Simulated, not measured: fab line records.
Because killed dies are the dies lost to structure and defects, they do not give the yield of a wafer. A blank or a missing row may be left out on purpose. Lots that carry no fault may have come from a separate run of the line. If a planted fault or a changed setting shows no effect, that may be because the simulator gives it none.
Matching of chambers -- flow sky130 -- 4 sister chambers for SKY_FIELD_ISO_ETCH_15 on rie_diel-02
The step etches the open film in CHF3/O2, stops on Si, target depth 180 nm, time 72 s. 20 wafers are shown with their chamber, then 10 later ones without.

== WAFERS PAIRED WITH THEIR CHAMBERS ==
wafer,chamber,throttle_valve_pct (%),oes_product_au (a.u.)
L074.1,1,8.835,0.948
L074.2,3,8.846,0.964
L074.3,0,8.840,0.943
L078.3,2,8.844,0.941
L078.4,0,8.850,0.932
L078.6,2,8.840,0.937
L080.1,3,8.835,0.944
L080.3,1,8.850,0.947
L080.6,2,8.845,0.952
L082.1,0,8.842,0.948
L082.2,3,8.854,0.951
L082.4,2,8.861,0.956
L083.3,1,8.847,0.951
L083.5,1,8.836,0.950
L083.6,2,8.857,0.957
L085.3,3,8.827,0.938
L085.4,2,8.837,0.948
L085.6,0,8.847,0.948
L089.3,2,8.849,0.939
L089.5,2,8.870,0.937

SIGNATURES (averages over the wafers above)
reading,chamber 0,chamber 1,chamber 2,chamber 3,scatter within a chamber
throttle_valve_pct,8.84475,8.84200,8.85037,8.84050,0.00988
oes_product_au,0.94275,0.94900,0.94588,0.94925,0.00811
Rule: for each reading, subtract the chamber's mean from the wafer's reading, divide by that reading's scatter and square the result; add these up over the readings and take the root, which gives the wafer's distance from the chamber. If the next closest chamber is less than 2 further off than the closest, the wafer can't be placed; otherwise it belongs to the closest. The scatter is the square root of a quotient: the sum, over the shown wafers, of each reading's squared deviation from its chamber's mean, divided by wafers minus chambers.

== WAFERS WITHOUT THEIR CHAMBER ==
wafer,throttle_valve_pct (%),oes_product_au (a.u.)
L089.6,8.842,0.943
L091.1,8.831,0.944
L091.5,8.850,0.931
L091.6,8.832,0.938
L092.1,8.827,0.938
L092.3,8.849,0.932
L092.4,8.853,0.932
L095.1,8.848,0.946
L095.5,8.852,0.936
L095.6,8.852,0.949

== EACH ONE'S CHAMBER ==
wafer,from the rows above,in truth
L089.6,can't be placed: 0 or 1 or 3 or 2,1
L091.1,can't be placed: 3 or 1 or 0 or 2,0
L091.5,can't be placed: 0 or 2 or 1 or 3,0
L091.6,can't be placed: 0 or 3 or 1 or 2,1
L092.1,can't be placed: 0 or 3 or 1 or 2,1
L092.3,can't be placed: 0 or 2 or 1 or 3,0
L092.4,can't be placed: 0 or 2 or 1 or 3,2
L095.1,can't be placed: 2 or 0 or 1 or 3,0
L095.5,can't be placed: 0 or 2 or 1 or 3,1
L095.6,can't be placed: 2 or 1 or 0 or 3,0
Placed correctly: 0 of 10. Cannot be placed on the basis of these rows: 10; the candidates contain the true chamber in 10. 0 placed wrongly.
